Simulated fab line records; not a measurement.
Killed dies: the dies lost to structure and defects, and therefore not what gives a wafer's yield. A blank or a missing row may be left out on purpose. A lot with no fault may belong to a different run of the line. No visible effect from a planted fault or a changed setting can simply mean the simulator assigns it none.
A lot that was struck, set against a sound lot ; flow sky130 ; 15 out of 708 route steps
Sound: these wafers, L861.2, L861.4, L861.6. The struck wafers were L870.3, L870.5, L870.6. The cause is named last.
Per side, at each step with rows, come the tool, then ch with its chambers, and then its first start. Under that, the readings that differ: sound wafers ; struck wafers ; difference of the means ; sigmas: that difference in standard deviations of wafers without a fault.
alike: words and numbers the same on both sides, and readings whose means are apart by under 2 such deviations; not compared: readings that were withheld, readings missing a value for some wafer, numbers with overlapping values and no deviation given by the record, and bounds like >300 which may hide the same value.
Wherever a step has rows on one side only, a row that says differs or no value, or a row with sigmas, the two part there. Numbers that have no deviation but don't overlap get no sigmas and don't part them. Lack of a reading on every wafer of one side parts them only where that side has two or more wafers.

SKY_VIA2_CD_MEAS_12: target cd 200 nm.
  struck on cd_sem-01, day 38 23:14; sound on cd_sem-01, day 36 05:20
reading;sound;struck;difference;sigmas
cd_nm (nm);196.2 198.6 198.2;201.3 201.1 202.2;+3.9;+3
SKY_VIA2_OVL_MEAS_13:
  struck on overlay-02, day 38 23:20; sound on overlay-02, day 36 05:26
  alike: VIA2_OVL
SKY_VIA2_ETCH_14: etches BARC in N2/H2, stops on SiO2, time 45.9 s, target depth 60 nm.
  sound on rie_diel-03 ch 0,1,3, day 36 05:28; struck on rie_diel-02 ch 2,3, day 38 23:21
  alike: bias_w, chamber_pressure_mTorr, drypump_motor_current_A, oes_product_au, throttle_valve_pct
  not compared: rf_hours_counter_h
then, 1 step without rows for these wafers: SKY_VIA2_ETCH_15 (etches SiO2 in C4F8/O2/Ar, stops on TiN, target depth 546 nm, time 84 s).
SKY_VIA2_STRIP_16: strips in O2/N2.
  sound on plasma_asher-01 ch 0,1, day 36 05:34; struck on plasma_asher-03 ch 0,1, day 38 23:29
  alike: chamber_pressure_mTorr, drypump_motor_current_A, o2_flow_sccm, oes_product_au, strip_time_to_endpoint_s
  not compared: rf_hours_counter_h
then, 3 steps without rows for these wafers: SKY_VIA2_STRIP_17 (strips in post etch residue remover, time 1200 s); SKY_VIA2_CLEAN_18 (cleans in IPA, time 180 s); SKY_VIA2_CLEAN_19 (cleans in O3/DIW).
SKY_VIA2_SPUTTER_20: material TiN, target thk 20 nm, time 80 s.
  struck on pvd_sputter-01, day 39 00:03; sound on pvd_sputter-04, day 36 06:11
  alike: cathode_dc_power_W, throttle_valve_pct
SKY_VIA2_CVD_21: deposits W, target thk 420 nm, time 126.4 s.
  sound on cvd_w-02 ch 0,1, day 36 06:14; struck on cvd_w-02 ch 0,1, day 39 00:09
  alike: chamber_pressure_Torr, heater_power_w
SKY_VIA2_RS_MEAS_22: a four-point-probe measurement.
  struck on film_metro-04, day 39 00:17; sound on film_metro-03, day 36 06:23
  alike: VIA2_W_RS
SKY_VIA2_THK_MEAS_23: measures by xrf.
  struck on film_metro-04, day 39 00:23; sound on film_metro-03, day 36 06:30
  alike: VIA2_W_THK
SKY_VIA2_CMP_24: polishes, stops on SiO2, t overpolish 20 s, target thk 0 nm.
  sound on cmp-02 ch 0,2,3, day 36 06:33; struck on cmp-01 ch 0,2,3, day 39 00:31
reading;sound;struck;difference;sigmas
overpolish_run_s (s);19.998 19.992 20.007;11.091 11.098 11.087;-8.907;-99 or more
slurry_filter_dp_kPa (kPa);13.54 13.68 13.68;13.30 13.26 13.41;-0.31;-2
t_overpolish_s (s);20 20 20;11.086 11.086 11.086;-8.914;
  alike: motor_current_A, time_to_endpoint_s
SKY_METAL3_SPUTTER_00: material Ti, target thk 15 nm, time 10 s.
  struck on pvd_sputter-04, day 39 00:43; sound on pvd_sputter-02, day 36 06:51
  alike: cathode_dc_power_W, throttle_valve_pct
-- the record jumps here: 9 days lie between the struck wafers' starts before and after (it left off in module METAL3 and takes up again in module PAD_OPEN, whose first step shown is number 708 of the route) --
SKY_PAD_OPEN_PROBE_99:
  struck on prober-02, day 47 22:02; sound on prober-02, day 45 17:15
reading;sound;struck;difference;sigmas
killed_short;33 37 31;49 37 59;+15;+2
sort_bin_5_function (%);7.9 9.3 7.7;10.2 11.6 13.8;+3.6;+2
  alike: defect_limited_yield, killed_at_M0_to_M3, killed_at_M4_up, killed_at_contacts, killed_at_front_end, killed_at_other, killed_dies, killed_open, sort_bin_3_pad_short, sort_bin_6_memory, sort_n_pass, sort_yield_pct

== WHERE THEY PART ==
Earliest at SKY_VIA2_CD_MEAS_12; latest, in this record, at SKY_PAD_OPEN_PROBE_99.

WHY: whatever the simulator had introduced
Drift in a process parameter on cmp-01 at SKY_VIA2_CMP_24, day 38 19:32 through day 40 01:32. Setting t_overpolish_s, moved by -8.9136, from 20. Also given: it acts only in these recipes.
